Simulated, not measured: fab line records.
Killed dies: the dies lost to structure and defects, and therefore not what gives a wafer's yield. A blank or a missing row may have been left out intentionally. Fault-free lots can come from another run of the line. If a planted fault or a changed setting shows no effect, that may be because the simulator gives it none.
What tool caused it? || flow sky130 || Sampling: 10 lots, 30 wafers, 2 of 708 route steps

WHAT EACH GAUGE READ, for each wafer
SKY_SONOS_ONO_THK_MEAS_05.
{"lot": "L985", "measured": "day 12 00:37", "on": "film metro-04", "SONOS_ONO_CVD_04_THK (nm)": "5.88 5.85 5.83"}
{"lot": "L986", "measured": "day 12 07:35", "on": "film metro-02", "SONOS_ONO_CVD_04_THK (nm)": "6.11 5.98 5.87"}
{"lot": "L988", "measured": "day 12 22:40", "on": "film metro-03", "SONOS_ONO_CVD_04_THK (nm)": "5.87 5.93 5.87"}
{"lot": "L989", "measured": "day 13 11:28", "on": "film metro-04", "SONOS_ONO_CVD_04_THK (nm)": "5.81 5.73 5.89"}
{"lot": "L992", "measured": "day 14 07:28", "on": "film metro-02", "SONOS_ONO_CVD_04_THK (nm)": "5.86 5.98 5.90"}
{"lot": "L997", "measured": "day 15 20:26", "on": "film metro-03", "SONOS_ONO_CVD_04_THK (nm)": "6.19 6.24 6.32"}
{"lot": "L105", "measured": "day 18 14:23", "on": "film metro-02", "SONOS_ONO_CVD_04_THK (nm)": "5.85 6.00 5.82"}
{"lot": "L106", "measured": "day 19 02:10", "on": "film metro-04", "SONOS_ONO_CVD_04_THK (nm)": "5.96 5.89 5.94"}
{"lot": "L107", "measured": "day 19 05:28", "on": "film metro-03", "SONOS_ONO_CVD_04_THK (nm)": "5.97 6.00 5.87"}
{"lot": "L108", "measured": "day 19 07:52", "on": "film metro-02", "SONOS_ONO_CVD_04_THK (nm)": "5.90 5.73 5.83"}

EACH LOT AND THE TOOL THAT RAN IT (in order: tool; ch and the chambers of the sampled wafers; start)
{"lot": "L985", "SKY_SONOS_ONO_CVD_04": "lpcvd-03 ch 0, day 11 22:44"}
{"lot": "L986", "SKY_SONOS_ONO_CVD_04": "lpcvd-03 ch 1, day 12 05:43"}
{"lot": "L988", "SKY_SONOS_ONO_CVD_04": "lpcvd-03 ch 0, day 12 21:25"}
{"lot": "L989", "SKY_SONOS_ONO_CVD_04": "lpcvd-03 ch 1, day 13 09:35"}
{"lot": "L992", "SKY_SONOS_ONO_CVD_04": "lpcvd-03 ch 0, day 14 06:12"}
{"lot": "L997", "SKY_SONOS_ONO_CVD_04": "lpcvd-03 ch 1, day 15 19:11"}
{"lot": "L105", "SKY_SONOS_ONO_CVD_04": "lpcvd-03 ch 1, day 18 13:08"}
{"lot": "L106", "SKY_SONOS_ONO_CVD_04": "lpcvd-03 ch 0, day 19 00:55"}
{"lot": "L107", "SKY_SONOS_ONO_CVD_04": "lpcvd-03 ch 1, day 19 04:12"}
{"lot": "L108", "SKY_SONOS_ONO_CVD_04": "lpcvd-03 ch 1, day 19 06:37"}
- SKY_SONOS_ONO_CVD_04: deposits SiO2 from SiH4/N2O, target thk 5.7199 nm.

THE ANSWER, worked out from the rows above alone
Rule: what is usual is taken from the lots themselves. The widest of any qualifying gaps counts: lots, ordered by their means at a reading, are off when they make up no more than a third of the lots, leave a main group of 4 or more, and stand apart from it by 3 or more times the standard deviation of that group's means. The tables above print the reading to a certain number of digits; a main group whose means all agree to those digits is not used. Also off: a lot with no number at a reading for which 4 or more lots have one. Any other lot the step has rows for is counted as sound.
Off: at SKY_SONOS_ONO_THK_MEAS_05 (SONOS_ONO_CVD_04_THK), L997. Main group: mean 5.89 nm, sd 0.055.
If a tool, at a process step before that reading, ran all the lots that are off and no sound lot after the first of them, it fits. The gauges at SKY_SONOS_ONO_THK_MEAS_05 are tried like those tools. None of those tried fits.

WHAT HAD BEEN PUT IN BY THE SIMULATOR
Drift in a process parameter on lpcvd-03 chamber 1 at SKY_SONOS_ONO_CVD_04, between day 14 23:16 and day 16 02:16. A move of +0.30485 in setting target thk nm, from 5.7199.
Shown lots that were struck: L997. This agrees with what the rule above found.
